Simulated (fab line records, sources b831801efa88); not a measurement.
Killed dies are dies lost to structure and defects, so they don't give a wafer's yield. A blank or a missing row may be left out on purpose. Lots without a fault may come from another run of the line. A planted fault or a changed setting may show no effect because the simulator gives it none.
Which tool did it? | flow gf180mcu | 6 lots, 18 wafers sampled, at 4 steps of a route of 602

WHAT THE GAUGES READ, wafer by wafer
GF_PASSIVATION_THK_MEAS_01.
lot  | measured     | on            | PASSIVATION_CVD_00_THK (nm)
L601 | day 29 17:45 | film_metro-01 | 982 974 1003
L604 | day 30 10:37 | film_metro-04 | 995 1007 999
L606 | day 31 05:10 | film_metro-02 | 971 992 992
L611 | day 32 06:01 | film_metro-01 | 1015 978 1014
L616 | day 33 12:22 | film_metro-02 | 1000 1017 1020
L619 | day 34 03:22 | film_metro-04 | 978 991 1003

WHICH TOOL RAN EACH LOT (tool, then ch and the chambers of the sampled wafers, then the start)
lot  | GF_MIM_SPUTTER_02            | GF_V5_SPUTTER_22             | GF_TOP_METAL_SPUTTER_02
L601 | pvd_sputter-04, day 26 07:50 | pvd_sputter-01, day 28 21:21 | pvd_sputter-04, day 28 22:07
L604 | pvd_sputter-04, day 27 00:04 | pvd_sputter-01, day 29 13:56 | pvd_sputter-02, day 29 14:49
L606 | pvd_sputter-04, day 27 21:07 | pvd_sputter-01, day 30 09:47 | pvd_sputter-04, day 30 10:40
L611 | pvd_sputter-04, day 29 00:59 | pvd_sputter-01, day 31 10:35 | pvd_sputter-01, day 31 11:29
L616 | pvd_sputter-02, day 30 12:01 | pvd_sputter-01, day 32 18:29 | pvd_sputter-01, day 32 19:19
L619 | pvd_sputter-02, day 31 04:45 | pvd_sputter-02, day 33 10:19 | pvd_sputter-02, day 33 11:05
- GF_MIM_SPUTTER_02: material AlCu, target thk 450 nm, time 23.9 s.
- GF_V5_SPUTTER_22: material TiN, target thk 10 nm, time 40 s.
- GF_TOP_METAL_SPUTTER_02: material AlCu, target thk 900 nm, time 47.82 s.

THE ANSWER, worked out from the rows above alone
Rule: what is usual is taken from the lots themselves. Put in order of their means at a reading, lots are off if they are a third of the lots or fewer, leave a main group of 4 or more, and stand apart from it by a gap of 3 or more times the standard deviation of the main group's means; of several such gaps the widest counts. A main group whose means are all the same, to the digits that the tables above print for the reading, isn't used. A lot without any number at a reading at which 4 lots or more have one is off too. The other lots that the step has rows for count as sound.
No lot is off at any reading shown: from this, nothing can be told.

WHAT THE SIMULATOR HAD PUT IN
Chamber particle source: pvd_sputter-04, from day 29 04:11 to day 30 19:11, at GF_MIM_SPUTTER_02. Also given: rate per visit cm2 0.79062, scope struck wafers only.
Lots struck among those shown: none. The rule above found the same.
